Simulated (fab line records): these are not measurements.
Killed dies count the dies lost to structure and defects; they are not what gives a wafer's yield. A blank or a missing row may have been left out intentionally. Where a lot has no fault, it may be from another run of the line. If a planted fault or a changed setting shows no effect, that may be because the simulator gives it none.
The tool behind it: which one? | flow sky130 | 39 wafers from 13 lots sampled at 3 of the route's 708 steps

== WHAT THE GAUGES SHOWED, per wafer ==
SKY_VIA4_OVL_MEAS_11.
lot  | measured     | on         | VIA4_OVL (nm)
L386 | day 43 17:04 | overlay-02 | 1.2 0.0 1.6
L385 | day 43 19:25 | overlay-02 | 0.6 1.0 -1.4
L387 | day 44 05:28 | overlay-02 | 1.3 0.4 -1.4
L389 | day 44 12:07 | overlay-01 | 1.0 -1.3 0.8
L390 | day 44 18:25 | overlay-01 | 0.3 1.1 0.5
L391 | day 45 01:09 | overlay-02 | 0.8 1.4 0.9
L393 | day 45 12:36 | overlay-02 | 2.1 1.1 1.6
L399 | day 47 01:39 | overlay-02 | 0.0 -1.1 -0.1
L401 | day 47 09:43 | overlay-01 | 1.0 1.5 2.2
L402 | day 47 14:00 | overlay-01 | 1.1 -2.4 0.5
L403 | day 47 20:18 | overlay-02 | 3.0 3.7 3.0
L404 | day 48 01:18 | overlay-02 | -1.1 0.7 0.2
L406 | day 48 14:13 | overlay-02 | 0.6 0.6 1.4

== WHAT TOOL EACH LOT RAN ON (gives the tool, then ch and the chambers of the sampled wafers, and finally the start) ==
lot  | SKY_METAL1_SPUTTER_02        | SKY_VIA4_CMP_02
L386 | pvd-sputter-03, day 32 20:16 | cmp-02 ch 0,2, day 42 18:15
L385 | pvd-sputter-02, day 32 21:04 | cmp-02 ch 0,1,3, day 42 20:16
L387 | pvd-sputter-03, day 33 08:50 | cmp-01 ch 1,2, day 43 06:56
L389 | pvd-sputter-03, day 33 19:06 | cmp-01 ch 0,1, day 43 13:34
L390 | pvd-sputter-04, day 34 00:34 | cmp-01 ch 0,1,2, day 43 19:37
L391 | pvd-sputter-03, day 34 07:11 | cmp-02 ch 0,1,3, day 44 02:26
L393 | pvd-sputter-03, day 34 22:17 | cmp-01 ch 1,2,3, day 44 14:11
L399 | pvd-sputter-02, day 36 19:17 | cmp-02 ch 1,3, day 46 05:13
L401 | pvd-sputter-04, day 37 01:25 | cmp-02 ch 0,1,2, day 46 13:07
L402 | pvd-sputter-02, day 37 08:13 | cmp-02 ch 1,2,3, day 46 17:44
L403 | pvd-sputter-04, day 37 20:39 | cmp-01 ch 0,1,3, day 46 23:18
L404 | pvd-sputter-04, day 38 00:40 | cmp-02 ch 0,3, day 47 06:07
L406 | pvd-sputter-03, day 38 17:56 | cmp-02 ch 1,2, day 47 18:38
- SKY_METAL1_SPUTTER_02: material AlCu, target thk 250 nm, time 13.3 s.
- SKY_VIA4_CMP_02: polishes SiO2.

== AS READ BY THE TOOLS THEMSELVES (means over the sampled wafers that have a number; for cases with no such wafer, the mark the record gives instead) ==
SKY_METAL1_SPUTTER_02.
lot  | tool           | throttle-valve-pct (%)
L386 | pvd-sputter-03 | 31.1
L385 | pvd-sputter-02 | 30.9
L387 | pvd-sputter-03 | 29.9
L389 | pvd-sputter-03 | 32.5
L390 | pvd-sputter-04 | 30.0
L391 | pvd-sputter-03 | 31.3
L393 | pvd-sputter-03 | 31.8
L399 | pvd-sputter-02 | 30.3
L401 | pvd-sputter-04 | 29.3
L402 | pvd-sputter-02 | 30.9
L403 | pvd-sputter-04 | 29.1
L404 | pvd-sputter-04 | 29.8
L406 | pvd-sputter-03 | 32.6

SKY_VIA4_CMP_02.
lot  | tool   | edge-zone-pressure-frac | motor-current-A (A)
L386 | cmp-02 | 0.998                   | 11.0
L385 | cmp-02 | 0.999                   | 11.6
L387 | cmp-01 | 1.000                   | 11.7
L389 | cmp-01 | 1.003                   | 13.2
L390 | cmp-01 | 1.002                   | 13.2
L391 | cmp-02 | 1.001                   | 11.4
L393 | cmp-01 | 0.999                   | 12.3
L399 | cmp-02 | 1.002                   | 11.2
L401 | cmp-02 | 1.002                   | 11.1
L402 | cmp-02 | 1.003                   | 10.6
L403 | cmp-01 | 0.995                   | 12.6
L404 | cmp-02 | 0.998                   | 11.2
L406 | cmp-02 | 0.998                   | 11.0

== THE ANSWER, worked out from the rows above alone ==
Rule: the lots themselves supply what counts as usual. The widest of any qualifying gaps counts: lots, ordered by their means at a reading, are off when they make up no more than a third of the lots, leave a main group of 4 or more, and stand apart from it by 3 or more times the standard deviation of that group's means. Not used: any main group whose means are identical at the precision the tables above print for the reading. Also off: a lot with no number at a reading for which 4 or more lots have one. All remaining lots with rows at the step are treated as sound. Order of review: gauges by route order, followed by the tools' own readings, for which a lot's mean as printed above is used. At the first step where some lot is off, the reading lying furthest off is the one used; lots without a number count as furthest.
None of the lots is off at any reading shown; this tells nothing.

== WHAT WAS PUT IN BY THE SIMULATOR ==
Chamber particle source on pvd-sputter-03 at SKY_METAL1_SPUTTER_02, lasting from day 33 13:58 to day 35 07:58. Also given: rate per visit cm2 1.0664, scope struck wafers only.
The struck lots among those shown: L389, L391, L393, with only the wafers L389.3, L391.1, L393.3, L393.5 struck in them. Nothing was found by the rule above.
